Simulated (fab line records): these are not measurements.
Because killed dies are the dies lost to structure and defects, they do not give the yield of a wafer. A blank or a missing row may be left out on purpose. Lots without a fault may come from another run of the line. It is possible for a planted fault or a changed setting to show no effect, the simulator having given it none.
A struck lot beside a sound one    flow sky130    18 out of 708 route steps
Sound: the wafers L734.2, L734.4, L734.6. Struck: wafer L747.2. (L747.5, L747.6 of the same lot were not struck and are left out.) The cause comes at the end.
For every step that has rows: the tool of each side, followed by ch and its chambers, followed by its first start. Under that, the readings that differ: sound wafers    struck wafers    difference of the means    sigmas: that difference in standard deviations of wafers without a fault.
alike: words and numbers the same on both sides, and readings whose means are apart by under 2 such deviations; not compared: readings that were withheld, readings missing a value for some wafer, numbers with overlapping values and no deviation given by the record, and bounds like >300 which may hide the same value.
Wherever a step has rows on one side only, a row that says differs or no value, or a row with sigmas, the two part there. When numbers do not overlap yet have no deviation, they are printed without sigmas and do not part them. A reading that every wafer of one side lacks parts them only if that side has two wafers or more.

first, 4 steps without rows for these wafers: SKY_VT_ADJUST_LVTN_SOFTBAKE_14 (time 60 s); SKY_VT_ADJUST_LVTN_EXPOSE_15 (exposes mask HVN STD DERIVED, target cd 600 nm); SKY_VT_ADJUST_LVTN_PEB_16; SKY_VT_ADJUST_LVTN_DEVELOP_17 (develop time 60 s).
SKY_VT_ADJUST_LVTN_OVL_MEAS_18:
  sound: overlay-01 at day 7 17:25; struck: overlay-02 at day 11 14:37
reading                     sound        struck  difference  sigmas
VT_ADJUST_LVTN_01_OVL (nm)  1.4 0.5 2.0  -1.6    -2.9        -2
next, for these wafers, 1 step has no rows: SKY_VT_ADJUST_LVTN_IMPLANT_19.
SKY_VT_ADJUST_LVTN_STRIP_20: strips in O2/N2.
  sound on plasma-asher-02 ch 0,1, day 7 17:36; struck on plasma-asher-01 ch 1, day 11 14:47
  alike: drypump-motor-current-A, oes-product-au, strip-time-to-endpoint-s
  not compared: rf-hours-counter-h
SKY_VT_ADJUST_LVTN_TW_MEAS_21:
  sound: film-metro-02 at day 7 17:43; struck: film-metro-03 at day 11 14:54
reading              sound              struck  difference  sigmas
VT_ADJUST_LVTN_2_TW  191.1 189.9 190.5  187.4   -3.1        -2
then, 4 steps without rows for these wafers: SKY_VT_ADJUST_NCORE_DEHYDRATE_00 (time 60 s); SKY_VT_ADJUST_NCORE_HMDS_01 (prime time 60 s); SKY_VT_ADJUST_NCORE_COAT_02 (resist thk 1140 nm); SKY_VT_ADJUST_NCORE_SOFTBAKE_03 (time 60 s).
SKY_VT_ADJUST_NCORE_EXPOSE_04: exposes mask LVTN COMPLEMENT THIN, target cd 380 nm.
  sound on iline-stepper-01 ch 0, day 8 04:13; struck on iline-stepper-01 ch 0, day 12 03:11
  alike: mask, reticle-temp-C
then, 2 steps without rows for these wafers: SKY_VT_ADJUST_NCORE_PEB_05; SKY_VT_ADJUST_NCORE_DEVELOP_06 (develop time 60 s).
SKY_VT_ADJUST_NCORE_CD_MEAS_07: the cd target is 380 nm.
  sound: cd-sem-01 at day 8 14:20; struck: cd-sem-01 at day 12 15:10
reading     sound              struck  difference  sigmas
cd-nm (nm)  385.6 385.2 381.9  356.6   -27.6       -10
SKY_VT_ADJUST_NCORE_OVL_MEAS_08:
  sound: overlay-01 at day 8 14:27; struck: overlay-01 at day 12 15:17
  alike: VT_ADJUST_NCORE_OVL
-- a jump in the record: the struck wafers' starts before and after are 37 days apart (it breaks off in module VT_ADJUST_NCORE and resumes in module PAD_OPEN, where the first step shown is number 708 of the route) --
SKY_PAD_OPEN_PROBE_99:
  sound: prober-02 at day 45 20:12; struck: prober-02 at day 49 07:17
  alike: killed_at_M0_to_M3, killed_at_M4_up, killed-at-contacts, killed-at-front-end, killed-at-other, killed-dies, killed-open, killed-short

## WHERE THEY PART
At SKY_VT_ADJUST_LVTN_OVL_MEAS_18 first; at SKY_VT_ADJUST_NCORE_CD_MEAS_07 last (within this record only). Later steps at which nothing parts them and some readings are alike: SKY_VT_ADJUST_NCORE_OVL_MEAS_08, SKY_PAD_OPEN_PROBE_99.

WHY: what the simulator had put in
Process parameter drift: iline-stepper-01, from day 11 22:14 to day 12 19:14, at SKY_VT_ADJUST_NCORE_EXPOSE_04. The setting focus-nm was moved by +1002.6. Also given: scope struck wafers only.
